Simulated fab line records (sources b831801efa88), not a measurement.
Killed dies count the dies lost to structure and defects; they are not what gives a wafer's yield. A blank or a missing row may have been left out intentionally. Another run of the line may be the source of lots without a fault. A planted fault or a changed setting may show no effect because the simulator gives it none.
2 desks looking at one fault || flow gf180mcu || every desk sees just its own numbers, and what lay behind them comes last

== AT THE TOOL OWNER'S DESK: litho track-02 ==
The tool's own readings at GF_M1_PEB_12 (peb time 90 s): means of the sampled wafers that have a number, for each lot that ran on this tool. If a lot's mean is further than 4 standard deviations from the usual mean, the lot is out of limits and carries the mark OUT (the distance appears in the brackets).
Columns: A = heater power total W at GF_M1_PEB_12, usual 85.70 W; B = plate temp C at GF_M1_PEB_12, usual 134.99 C
{"lot": "L272", "first seen here": "day 19 21:23", "A": 85.66, "B": 135.05}
{"lot": "L274", "first seen here": "day 20 06:31", "A": 85.71, "B": 135.13}
{"lot": "L275", "first seen here": "day 20 13:28", "A": "92.67 (+85) OUT", "B": "143.36 (+60) OUT"}
{"lot": "L277", "first seen here": "day 21 07:19", "A": "92.53 (+83) OUT", "B": "143.28 (+59) OUT"}
{"lot": "L278", "first seen here": "day 21 13:57", "A": "92.63 (+85) OUT", "B": "143.22 (+59) OUT"}
{"lot": "L288", "first seen here": "day 24 22:58", "A": 85.72, "B": 134.99}
This desk finds L275, L277, L278 out of limits, L275 being first, at day 20 13:28 (heater power total W at GF_M1_PEB_12). L272, L274, L288 stayed within limits.

== FROM THE METROLOGY DESK ==
Means of the sampled wafers that have a number, per lot and without regard to the tool the lot ran on: this is what the gauges read. If a lot's mean is further than 4 standard deviations from the usual mean, the lot is out of limits and carries the mark OUT (the distance appears in the brackets).
Columns: A = cd nm at GF_M1_CD_MEAS_14, usual 229.8 nm
{"lot": "L269", "first seen here": "day 18 07:13", "A": 229.9}
{"lot": "L271", "first seen here": "day 19 00:43", "A": 230.0}
{"lot": "L272", "first seen here": "day 19 21:44", "A": 227.8}
{"lot": "L274", "first seen here": "day 20 06:52", "A": 228.3}
{"lot": "L275", "first seen here": "day 20 13:49", "A": "213.6 (-15) OUT"}
{"lot": "L277", "first seen here": "day 21 07:40", "A": "217.8 (-11) OUT"}
{"lot": "L278", "first seen here": "day 21 14:17", "A": "216.3 (-12) OUT"}
{"lot": "L279", "first seen here": "day 22 04:08", "A": 228.0}
{"lot": "L285", "first seen here": "day 23 20:13", "A": 229.8}
{"lot": "L287", "first seen here": "day 24 16:50", "A": 230.9}
{"lot": "L288", "first seen here": "day 24 23:18", "A": 229.8}
This desk finds L275, L277, L278 out of limits, L275 being first, at day 20 13:49 (cd nm at GF_M1_CD_MEAS_14). L269, L271, L272, L274, L279, L285, L287, L288 stayed within limits.

== PUT TOGETHER ==
On L275, L277, L278, at day 20 13:28, an alarm was possible from the tool owner's desk.
At day 20 13:49 the metrology desk could have sounded an alarm, on L275, L277, L278.
GF_M1_PEB_12 was run on litho track-02 by each of the lots named.

== WHAT THE SIMULATOR HAD INSERTED ==
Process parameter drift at GF_M1_PEB_12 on litho track-02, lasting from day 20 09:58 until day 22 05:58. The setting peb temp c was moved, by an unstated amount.
Shown lots that were struck: L275, L277, L278.
Hours from the fault's start to each desk's first reading out of limits: the tool owner's desk, 4; the metrology desk, 4.
